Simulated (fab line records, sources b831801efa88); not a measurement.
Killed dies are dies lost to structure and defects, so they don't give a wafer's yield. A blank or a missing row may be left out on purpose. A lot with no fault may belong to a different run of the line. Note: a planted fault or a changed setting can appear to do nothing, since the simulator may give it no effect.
fab line records	flow sky130	part 1 of 2: steps 1 to 27 of 42
record: lots: 5	wafers: 15	last_day: 50
route steps=708 shown FIELD_ISO@2 NWELL@32 DNWELL@35
lots that met no fault: taken from a fault-free run of the same line
start_h: hours from the record's first day to the start of the lot's first wafer shown	wait_h: hours since the lot's step before	" repeats the value in the row above	L1.1+2: a row that stands for several wafers	- either no value or no given start	* or withheld: withheld	< > ~ a bound
route shown NAME@n: names a module that has steps shown in the file, with the first one's number in the route	usual: mean/standard deviation taken from wafers without a fault	same: alike in all rows	chamber/n: place in a boat	sites: each site's reading	_std_site: their standard deviation	_edge_site: mean of outer sites minus mean of inner sites	radius_mm: how far each site lies from the wafer's centre	mask NAME#n: copy n	behind: the tool/chamber that last shaped the wafer	hold: why the lot was held/for how many hours/how that ended	device: whichever transistor did not switch (one of n, p or np)	end of line: tests of these same wafers at the route's end	a step without rows: its recipe alone	killed: not the wafer's yield, but the dies lost to structure and defects at the first sort	map: a wafer's dies, x killed, . not, _ none there
set.NAME: setting as actually run; set.NAME@STEP: the setting as run at that earlier step	model.NAME: the simulator's own value behind a step, which no gauge read
certain route steps with their lots: each step a table, each wafer a row
services: from which hour (start_h, from the record's first day; less than 0 if before it) a tool's chamber was out of use, for how many hours, and why
== steps ==
step: SKY_FIELD_ISO_OXIDATION_01
recipe: temp_c: 900	ambient: O2	stabilise_s: 600	purge_s: 300	target_thk_a: 120	ox_time_s: 1843
usual: spike_tc_lower_C: 901.2/1.4
lot.wafer	tool	chamber	start_h	wait_h	spike_tc_lower_C
L076.1	furnace-02	0	20.25	0.2	899.1
L076.3	"	0	"	"	897.6
L076.4	"	0	"	"	902.0
L077.3	furnace-01	0	26.11	1.0	903.3
L077.5	"	0	"	"	902.9
L077.6	"	0	"	"	901.4
L078.3	furnace-02	0	31.39	1.3	898.5
L078.5	"	0	"	"	901.1
L078.6	"	0	"	"	898.2
L081.1	furnace-01	0	45.12	0.1	902.1
L081.4	"	0	"	"	900.4
L081.6	"	0	"	"	903.1
L096.1	furnace-01	0	121.81	1.8	902.1
L096.4	"	0	"	"	901.0
L096.5	"	0	"	"	901.6
step: SKY_FIELD_ISO_THK_MEAS_02
recipe: reads: SiO2_of_FIELD_ISO_OXIDATION_01
usual: FIELD_ISO_OXIDATION_00_THK: 12.06/0.22
lot.wafer	tool	chamber	start_h	wait_h	FIELD_ISO_OXIDATION_00_THK[nm]
L076.1	film_metro-04	-	21.76	0.0	12.12
L076.3	"	-	"	"	12.08
L076.4	"	-	"	"	12.10
L077.3	film_metro-03	-	27.64	0.0	12.12
L077.5	"	-	"	"	11.85
L077.6	"	-	"	"	11.92
L078.3	film_metro-01	-	32.92	0.0	11.77
L078.5	"	-	"	"	12.17
L078.6	"	-	"	"	11.96
L081.1	film_metro-01	-	46.63	0.0	12.25
L081.4	"	-	"	"	12.12
L081.6	"	-	"	"	12.14
L096.1	film_metro-03	-	123.32	0.0	12.66
L096.4	"	-	"	"	12.68
L096.5	"	-	"	"	12.40
step: SKY_FIELD_ISO_CVD_03
recipe: material: Si3N4	precursor: DCS/NH3	target_thk_nm: 165	temp_c: 770	time_s: 2830	pressure_mtorr: 250
usual: spike_tc_lower_C: 770.7/1
same: time_s: 2830
lot.wafer	tool	chamber	start_h	wait_h	spike_tc_lower_C
L076.1	lpcvd-02	0	21.82	0.1	771.8
L076.3	"	0	"	"	771.7
L076.4	"	0	"	"	770.3
L077.3	lpcvd-02	0	27.68	0.0	771.1
L077.5	"	0	"	"	770.3
L077.6	"	0	"	"	770.0
L078.3	lpcvd-02	0	33.41	0.5	771.1
L078.5	"	0	"	"	770.6
L078.6	"	0	"	"	768.2
L081.1	lpcvd-02	1	46.69	0.1	771.6
L081.4	"	1	"	"	770.9
L081.6	"	1	"	"	772.0
L096.1	lpcvd-02	0	123.38	0.1	771.7
L096.4	"	0	"	"	770.8
L096.5	"	0	"	"	770.5
step: SKY_FIELD_ISO_THK_MEAS_04
recipe: reads: Si3N4_of_FIELD_ISO_CVD_03
usual: FIELD_ISO_CVD_03_THK: 164.1/1.4
lot.wafer	tool	chamber	start_h	wait_h	FIELD_ISO_CVD_03_THK[nm]
L076.1	film_metro-03	-	23.61	0.0	162.7
L076.3	"	-	"	"	162.5
L076.4	"	-	"	"	163.8
L077.3	film_metro-04	-	29.49	0.0	164.5
L077.5	"	-	"	"	163.4
L077.6	"	-	"	"	164.1
L078.3	film_metro-01	-	35.22	0.0	162.7
L078.5	"	-	"	"	162.9
L078.6	"	-	"	"	164.8
L081.1	film_metro-01	-	48.48	0.0	164.0
L081.4	"	-	"	"	165.1
L081.6	"	-	"	"	164.4
L096.1	film_metro-01	-	125.17	0.0	164.7
L096.4	"	-	"	"	166.1
L096.5	"	-	"	"	166.8
step: SKY_FIELD_ISO_DEHYDRATE_05
recipe: temp_c: 200	time_s: 60
same: time_s: 60
lot.wafer	tool	chamber	start_h	wait_h
L076.1+3+4	litho_track-04	0	30.65	7.0
L077.3+5+6	litho_track-01	0	36.98	7.5
L078.3+5+6	litho_track-04	0	41.80	6.6
L081.1+4+6	litho_track-04	0	56.25	7.8
L096.1+4+5	litho_track-04	0	133.70	8.5
step: SKY_FIELD_ISO_HMDS_06
recipe: prime_time_s: 60	prime_temp_c: 120
lot.wafer	tool	chamber	start_h	wait_h
L076.1+3+4	litho_track-04	0	30.80	0.1
L077.3+5+6	litho_track-01	0	37.13	0.1
L078.3+5+6	litho_track-04	0	41.95	0.1
L081.1+4+6	litho_track-04	0	56.40	0.1
L096.1+4+5	litho_track-04	0	133.85	0.1
step: SKY_FIELD_ISO_COAT_07
recipe: resist: BARC	temp_c: withheld	time_s: withheld	spin_rpm: 3000	resist_thk_nm: 60
usual: dispense_pressure_kPa: 47/4.4
lot.wafer	tool	chamber	start_h	wait_h	dispense_pressure_kPa
L076.1	litho_track-04	0	30.95	0.1	51
L076.3	"	0	"	"	51
L076.4	"	0	"	"	51
L077.3	litho_track-01	0	37.28	0.1	42
L077.5	"	0	"	"	42
L077.6	"	0	"	"	42
L078.3	litho_track-04	0	42.10	0.1	51
L078.5	"	0	"	"	51
L078.6	"	0	"	"	51
L081.1	litho_track-04	0	56.55	0.1	51
L081.4	"	0	"	"	51
L081.6	"	0	"	"	51
L096.1	litho_track-04	0	134.00	0.1	51
L096.4	"	0	"	"	51
L096.5	"	0	"	"	51
step: SKY_FIELD_ISO_COAT_08
recipe: resist: KrF-thick	spin_rpm: 3000	resist_thk_nm: 450
usual: dispense_pressure_kPa: 47/4.4
lot.wafer	tool	chamber	start_h	wait_h	dispense_pressure_kPa
L076.1	litho_track-04	0	-	-	51
L076.3	"	0	"	"	51
L076.4	"	0	"	"	51
L077.3	litho_track-01	0	-	-	42
L077.5	"	0	"	"	42
L077.6	"	0	"	"	42
L078.3	litho_track-04	0	-	-	51
L078.5	"	0	"	"	51
L078.6	"	0	"	"	51
L081.1	litho_track-04	0	-	-	51
L081.4	"	0	"	"	51
L081.6	"	0	"	"	51
L096.1	litho_track-04	0	-	-	51
L096.4	"	0	"	"	51
L096.5	"	0	"	"	51
step: SKY_FIELD_ISO_SOFTBAKE_09
recipe: temp_c: 100	time_s: 90	resist: KrF-thick
same: time_s: 90
lot.wafer	tool	chamber	start_h	wait_h
L076.1+3+4	litho_track-04	0	-	-
L077.3+5+6	litho_track-01	0	-	-
L078.3+5+6	litho_track-04	0	-	-
L081.1+4+6	litho_track-04	0	-	-
L096.1+4+5	litho_track-04	0	-	-
step: SKY_FIELD_ISO_EXPOSE_10
recipe: mask_id: FOM	na: 0.68	source_shape: annular	sigma_inner: 0.4	sigma_outer: 0.8	target_cd_nm: 150	dose_mj: 28
same: sigma_inner: 0.4
lot.wafer	tool	chamber	start_h	wait_h	mask
L076.1+3+4	krf_scanner-01	0	-	-	FOM#0
L077.3+5+6	krf_scanner-02	0	-	-	FOM#0
L078.3+5+6	krf_scanner-02	0	-	-	FOM#0
L081.1+4+6	krf_scanner-01	0	-	-	FOM#0
L096.1+4+5	krf_scanner-01	0	-	-	FOM#0
step: SKY_FIELD_ISO_PEB_11
recipe: peb_temp_c: withheld	peb_time_s: withheld	resist: KrF-thick
lot.wafer	tool	chamber	start_h	wait_h
L076.1+3+4	litho_track-04	0	-	-
L077.3+5+6	litho_track-04	0	-	-
L078.3+5+6	litho_track-04	0	-	-
L081.1+4+6	litho_track-01	0	-	-
L096.1+4+5	litho_track-04	0	-	-
step: SKY_FIELD_ISO_DEVELOP_12
recipe: develop_time_s: 60	resist: KrF-thick	dev_temp_c: 21
lot.wafer	tool	chamber	start_h	wait_h
L076.1+3+4	litho_track-04	0	-	-
L077.3+5+6	litho_track-04	0	-	-
L078.3+5+6	litho_track-04	0	-	-
L081.1+4+6	litho_track-01	0	-	-
L096.1+4+5	litho_track-04	0	-	-
step: SKY_FIELD_ISO_CD_MEAS_13
recipe: target_cd_nm: 150
usual: cd_nm: 150.0/1.7
lot.wafer	tool	chamber	start_h	wait_h	cd_nm
L076.1	cd_sem-01	-	39.00	-	149.7
L076.3	"	-	"	"	149.8
L076.4	"	-	"	"	150.3
L077.3	cd_sem-01	-	45.29	-	148.5
L077.5	"	-	"	"	149.3
L077.6	"	-	"	"	149.7
L078.3	cd_sem-01	-	49.89	-	149.9
L078.5	"	-	"	"	150.5
L078.6	"	-	"	"	151.7
L081.1	cd_sem-02	-	64.98	-	147.8
L081.4	"	-	"	"	147.6
L081.6	"	-	"	"	146.4
L096.1	cd_sem-02	-	143.80	-	150.6
L096.4	"	-	"	"	149.3
L096.5	"	-	"	"	150.0
step: SKY_FIELD_ISO_ETCH_14
recipe: chemistry: N2/H2	target: BARC	ion_energy_ev: 200	source_w: 500	bias_w: 100	pressure_mtorr: 30	n2_flow_sccm: 100	h2_flow_sccm: 200	stop_on: SiO2	time_s: 45.9	target_depth_a: 600
usual: drypump_motor_current_A: 5.8/0.38	oes_product_au: 0.855/0.0051	throttle_valve_pct: 13.224/0.0091
same: time_s: 45.9
lot.wafer	tool	chamber	start_h	wait_h	drypump_motor_current_A	oes_product_au	rf_hours_counter_h	throttle_valve_pct
L076.1	rie_diel-01	1	39.12	0.1	5.7	0.853	105	13.218
L076.3	"	2	"	"	5.9	0.852	53	13.235
L076.4	"	0	"	"	6.0	0.861	4	13.233
L077.3	rie_diel-03	2	45.37	0.1	4.7	0.854	175	13.233
L077.5	"	2	"	"	4.7	0.852	-	13.246
L077.6	"	3	"	"	5.8	0.847	-	13.213
L078.3	rie_diel-03	1	49.97	0.1	5.6	0.851	5	13.226
L078.5	"	3	"	"	5.8	0.858	-	13.223
L078.6	"	1	"	"	5.6	0.852	-	13.231
L081.1	rie_diel-01	1	65.10	0.1	5.7	0.855	106	13.231
L081.4	"	3	"	"	5.6	0.853	130	13.222
L081.6	"	1	"	"	5.7	0.852	-	13.229
L096.1	rie_diel-03	2	143.92	0.1	4.6	0.860	1	13.225
L096.4	"	0	"	"	5.9	0.856	10	13.223
L096.5	"	2	"	"	4.6	0.853	-	13.227
step: SKY_FIELD_ISO_ETCH_15
recipe: chemistry: CHF3/O2	target_depth_nm: 180	stop_on: Si	source_w: 600	bias_w: 195.5	pressure_mtorr: 40	chf3_flow_sccm: 50	O2_flow_sccm: 5	time_s: 72
usual: O2_flow_sccm: 5.001/0.016	drypump_motor_current_A: 5.7/0.38	oes_product_au: 0.943/0.0066	throttle_valve_pct: 8.843/0.0093
same: time_s: 72
lot.wafer	tool	chamber	start_h	wait_h	O2_flow_sccm	drypump_motor_current_A	oes_product_au	rf_hours_counter_h	throttle_valve_pct
L076.1	rie_diel-01	1	39.17	0.0	5.014	5.6	0.939	105	8.836
L076.3	"	2	"	"	5.006	5.9	0.946	53	8.837
L076.4	"	0	"	"	4.988	6.0	0.944	4	8.860
L077.3	rie_diel-03	2	45.42	0.0	5.015	4.6	0.940	175	8.830
L077.5	"	2	"	"	5.000	4.6	0.941	-	8.854
L077.6	"	3	"	"	4.999	5.9	0.946	-	8.839
L078.3	rie_diel-03	1	50.02	0.0	5.010	5.6	0.943	5	8.854
L078.5	"	3	"	"	4.988	5.8	0.943	-	8.844
L078.6	"	1	"	"	4.993	5.6	0.941	-	8.838
L081.1	rie_diel-01	1	65.14	0.0	5.020	5.7	0.943	106	8.855
L081.4	"	3	"	"	5.020	5.6	0.950	130	8.849
L081.6	"	1	"	"	5.045	5.7	0.945	-	8.840
L096.1	rie_diel-03	2	143.97	0.0	5.013	4.6	0.941	1	8.840
L096.4	"	0	"	"	4.973	5.9	0.953	10	8.849
L096.5	"	2	"	"	5.005	4.6	0.953	-	8.851
step: SKY_FIELD_ISO_STRIP_16
recipe: chemistry: O2/N2	power_w: 1400	pressure_mtorr: 1500	platen_temp_c: withheld	o2_flow_sccm: 3000	n2_flow_sccm: 300	overash_fraction: 0.5
usual: drypump_motor_current_A: 5.7/0.5	oes_product_au: 0.378/0.0046	strip_time_to_endpoint_s: 3.56/0.039
lot.wafer	tool	chamber	start_h	wait_h	drypump_motor_current_A	oes_product_au	rf_hours_counter_h	strip_time_to_endpoint_s
L076.1	plasma_asher-04	0	39.22	0.0	5.0	0.381	36	3.53
L076.3	"	1	"	"	5.4	0.375	-	3.57
L076.4	"	0	"	"	5.0	0.378	-	3.63
L077.3	plasma_asher-04	1	45.51	0.1	5.4	0.375	-	3.60
L077.5	"	1	"	"	5.4	0.384	-	3.58
L077.6	"	0	"	"	5.0	0.382	-	3.57
L078.3	plasma_asher-01	1	50.11	0.1	6.3	0.382	-	3.60
L078.5	"	1	"	"	6.3	0.377	-	3.59
L078.6	"	0	"	"	5.5	0.383	-	3.64
L081.1	plasma_asher-01	1	65.20	0.0	6.3	0.370	38	3.53
L081.4	"	1	"	"	6.3	0.385	-	3.55
L081.6	"	1	"	"	6.3	0.385	-	3.51
L096.1	plasma_asher-04	0	144.02	0.0	5.0	0.377	2	3.60
L096.4	"	1	"	"	5.4	0.379	-	3.54
L096.5	"	1	"	"	5.4	0.370	-	3.56
step: SKY_FIELD_ISO_ETCH_17
recipe: target_depth_a: 3420	mask_material: Si3N4	chemistry: HBr/Cl2/O2	target: Si	taper_deg: 5	icp_w: 600	bias_w: 150	pressure_mtorr: 15	HBr_flow_sccm: 150	Cl2_flow_sccm: 40	O2_flow_sccm: 6	time_s: 97.7
usual: O2_flow_sccm: 5.999/0.016	drypump_motor_current_A: 5.7/0.46	oes_product_au: 1.001/0.0083	throttle_valve_pct: 25.655/0.01
same: time_s: 97.7
lot.wafer	tool	chamber	start_h	wait_h	O2_flow_sccm	drypump_motor_current_A	oes_product_au	rf_hours_counter_h	throttle_valve_pct
L076.1	rie_si-01	2	39.32	0.1	6.026	5.6	0.993	158	25.665
L076.3	"	1	"	"	6.020	5.1	1.008	56	25.660
L076.4	"	0	"	"	6.006	5.5	1.014	-	25.648
L077.3	rie_si-01	0	45.57	0.0	5.985	5.5	1.004	0	25.643
L077.5	"	1	"	"	6.025	5.1	1.007	-	25.645
L077.6	"	0	"	"	5.966	5.5	1.011	-	25.644
L078.3	rie_si-02	3	50.17	0.0	6.005	6.3	0.997	3	25.658
L078.5	"	2	"	"	6.013	6.5	0.999	-	25.669
L078.6	"	3	"	"	5.985	6.3	0.994	-	25.657
L081.1	rie_si-02	3	65.30	0.1	5.986	6.4	0.999	3	25.657
L081.4	"	1	"	"	5.993	5.4	0.986	43	25.652
L081.6	"	3	"	"	5.954	6.4	0.988	-	25.653
L096.1	rie_si-02	3	144.12	0.1	5.995	6.3	0.989	4	25.663
L096.4	"	1	"	"	5.993	5.3	0.995	43	25.656
L096.5	"	3	"	"	5.996	6.3	0.988	-	25.655
step: SKY_FIELD_ISO_WET_ETCH_18
recipe: chemistry: H3PO4	target_depth_nm: 25	temp_c: 160	target: Si3N4	time_s: 286
same: time_s: 286
lot.wafer	tool	chamber	start_h	wait_h
L076.1+3+4	wet_bench-04	3	39.39	0.0
L077.3+5+6	wet_bench-01	3	45.64	0.0
L078.3+5+6	wet_bench-02	1	50.24	0.0
L081.1+4+6	wet_bench-01	0	65.37	0.0
L096.1+4+5	wet_bench-04	2	144.19	0.0
step: SKY_FIELD_ISO_CLEAN_19
recipe: chemistry: SC1/SC2	mix: 1:4:20	temp_c: 70	time_s: 150
same: time_s: 150
lot.wafer	tool	chamber	start_h	wait_h
L076.1+3+4	wet_bench-01	3	39.48	0.0
L077.3+5+6	wet_bench-04	3	45.73	0.0
L078.3+5+6	wet_bench-01	1	50.33	0.0
L081.1+4+6	wet_bench-02	0	65.46	0.0
L096.1+4+5	wet_bench-02	0	144.28	0.0
step: SKY_FIELD_ISO_CLEAN_20
recipe: chemistry: dHF	time_s: 20	dilution: 100:1
same: time_s: 20
lot.wafer	tool	chamber	start_h	wait_h
L076.1+3+4	wet_bench-04	0	39.53	0.0
L077.3+5+6	wet_bench-01	1	45.79	0.0
L078.3+5+6	wet_bench-02	2	50.38	0.0
L081.1+4+6	wet_bench-04	0	65.51	0.0
L096.1+4+5	wet_bench-01	0	144.33	0.0
step: SKY_FIELD_ISO_WET_ETCH_21
recipe: chemistry: dHF	dilution: 100:1	target_depth_nm: 20	dry: ipa_marangoni	target: SiO2	temp_c: 25	time_s: 400
same: time_s: 400
lot.wafer	tool	chamber	start_h	wait_h
L076.1+3+4	wet_bench-01	0	39.55	0.0
L077.3+5+6	wet_bench-04	0	45.80	0.0
L078.3+5+6	wet_bench-01	3	50.40	0.0
L081.1+4+6	wet_bench-01	2	65.52	0.0
L096.1+4+5	wet_bench-04	1	144.34	0.0
step: SKY_FIELD_ISO_OXIDATION_22
recipe: temp_c: 950	ambient: O2	stabilise_s: 600	purge_s: 300	target_thk_a: 100	ox_time_s: 623
usual: spike_tc_lower_C: 950.8/1.4
lot.wafer	tool	chamber	start_h	wait_h	spike_tc_lower_C
L076.1	furnace-02	0	41.30	1.6	948.0
L076.3	"	0	"	"	949.0
L076.4	"	0	"	"	950.2
L077.3	furnace-02	0	46.66	0.7	949.0
L077.5	"	0	"	"	949.9
L077.6	"	0	"	"	949.7
L078.3	furnace-01	0	51.63	1.1	952.2
L078.5	"	0	"	"	953.6
L078.6	"	0	"	"	951.5
L081.1	furnace-02	0	66.84	1.2	950.5
L081.4	"	0	"	"	949.7
L081.6	"	0	"	"	951.1
L096.1	furnace-01	0	144.57	0.1	952.9
L096.4	"	0	"	"	952.2
L096.5	"	0	"	"	952.7
step: SKY_FIELD_ISO_THK_MEAS_23
recipe: reads: SiO2_of_FIELD_ISO_OXIDATION_22
usual: FIELD_ISO_OXIDATION_01_THK: 10.14/0.18
lot.wafer	tool	chamber	start_h	wait_h	FIELD_ISO_OXIDATION_01_THK[nm]
L076.1	film_metro-01	-	42.47	0.0	10.16
L076.3	"	-	"	"	10.16
L076.4	"	-	"	"	10.12
L077.3	film_metro-03	-	47.86	0.0	10.28
L077.5	"	-	"	"	10.32
L077.6	"	-	"	"	10.33
L078.3	film_metro-01	-	52.83	0.0	9.78
L078.5	"	-	"	"	9.82
L078.6	"	-	"	"	9.78
L081.1	film_metro-03	-	68.02	0.0	9.97
L081.4	"	-	"	"	10.02
L081.6	"	-	"	"	10.07
L096.1	film_metro-03	-	145.75	0.0	10.04
L096.4	"	-	"	"	10.11
L096.5	"	-	"	"	10.15
step: SKY_FIELD_ISO_CVD_24
recipe: material: SiO2	target_thk_nm: 595	temp_c: 650	sigma_open_frac: 0.3	time_s: 99.2	sih4_flow_sccm: 60	pressure_mtorr: 6
same: time_s: 99.2
lot.wafer	tool	chamber	start_h	wait_h
L076.1+3+4	hdpcvd-01	0,1,1	42.53	0.1
L077.3+5+6	hdpcvd-02	2,0,1	47.90	0.0
L078.3+5+6	hdpcvd-01	1,0,1	52.87	0.0
L081.1+4+6	hdpcvd-01	1,2,1	68.08	0.1
L096.1+4+5	hdpcvd-01	1,0,2	145.81	0.1
step: SKY_FIELD_ISO_THK_MEAS_25
recipe: reads: SiO2_of_FIELD_ISO_CVD_24
usual: FIELD_ISO_CVD_24_THK: 599/6.2
lot.wafer	tool	chamber	start_h	wait_h	FIELD_ISO_CVD_24_THK[nm]
L076.1	film_metro-04	-	42.60	0.0	600
L076.3	"	-	"	"	602
L076.4	"	-	"	"	597
L077.3	film_metro-01	-	47.99	0.1	595
L077.5	"	-	"	"	602
L077.6	"	-	"	"	610
L078.3	film_metro-04	-	52.96	0.1	610
L078.5	"	-	"	"	602
L078.6	"	-	"	"	610
L081.1	film_metro-01	-	68.15	0.0	597
L081.4	"	-	"	"	593
L081.6	"	-	"	"	602
L096.1	film_metro-04	-	145.88	0.0	599
L096.4	"	-	"	"	601
L096.5	"	-	"	"	592
step: SKY_FIELD_ISO_ANNEAL_26
recipe: temp_c: 1000	time_s: 1800	ambient: N2
usual: spike_tc_lower_C: 1000.6/1.5
same: time_s: 1800
lot.wafer	tool	chamber	start_h	wait_h	spike_tc_lower_C
L076.1	furnace-01	0	43.21	0.6	1003.7
L076.3	"	0	"	"	1000.7
L076.4	"	0	"	"	1001.8
L077.3	furnace-02	0	49.24	1.2	1000.4
L077.5	"	0	"	"	999.9
L077.6	"	0	"	"	1001.0
L078.3	furnace-01	0	55.61	2.6	1002.1
L078.5	"	0	"	"	1002.7
L078.6	"	0	"	"	1001.1
L081.1	furnace-02	0	69.27	1.1	1000.2
L081.4	"	0	"	"	1000.2
L081.6	"	0	"	"	997.7
L096.1	furnace-02	0	147.23	1.3	999.7
L096.4	"	0	"	"	997.6
L096.5	"	0	"	"	1000.1
step: SKY_FIELD_ISO_CMP_27
recipe: stop_on: Si3N4	t_overpolish_s: 16	down_force_psi: 4	platen_rpm: 60	target_thk_nm: 457.8	pad_velocity_m_s: 0.94248
usual: motor_current_A: 11.6/1	overpolish_run_s: 16.000/0.0095	time_to_endpoint_s: 115/3.5
same: t_overpolish_s: 16
lot.wafer	tool	chamber	start_h	wait_h	motor_current_A	overpolish_run_s	time_to_endpoint_s
L076.4	cmp-02	3	44.71	0.0	14.5	16.010	109
L076.1	"	1	"	"	13.3	16.010	115
L076.3	"	2	"	"	11.3	16.014	112
L077.3	cmp-02	3	50.84	0.1	14.3	15.994	110
L077.6	"	1	"	"	12.8	15.995	118
L077.5	"	2	"	"	11.4	15.996	113
L078.3	cmp-01	2	57.16	0.1	10.8	16.013	116
L078.5	"	1	"	"	11.6	16.000	112
L078.6	"	2	"	"	10.9	15.985	113
L081.1	cmp-01	0	71.02	0.3	11.6	16.006	116
L081.4	"	1	"	"	12.0	16.006	116
L081.6	"	0	"	"	11.6	15.995	111
L096.1	cmp-02	0	148.73	0.0	11.1	16.003	120
L096.4	"	2	"	"	11.3	16.017	118
L096.5	"	0	"	"	11.4	15.997	118
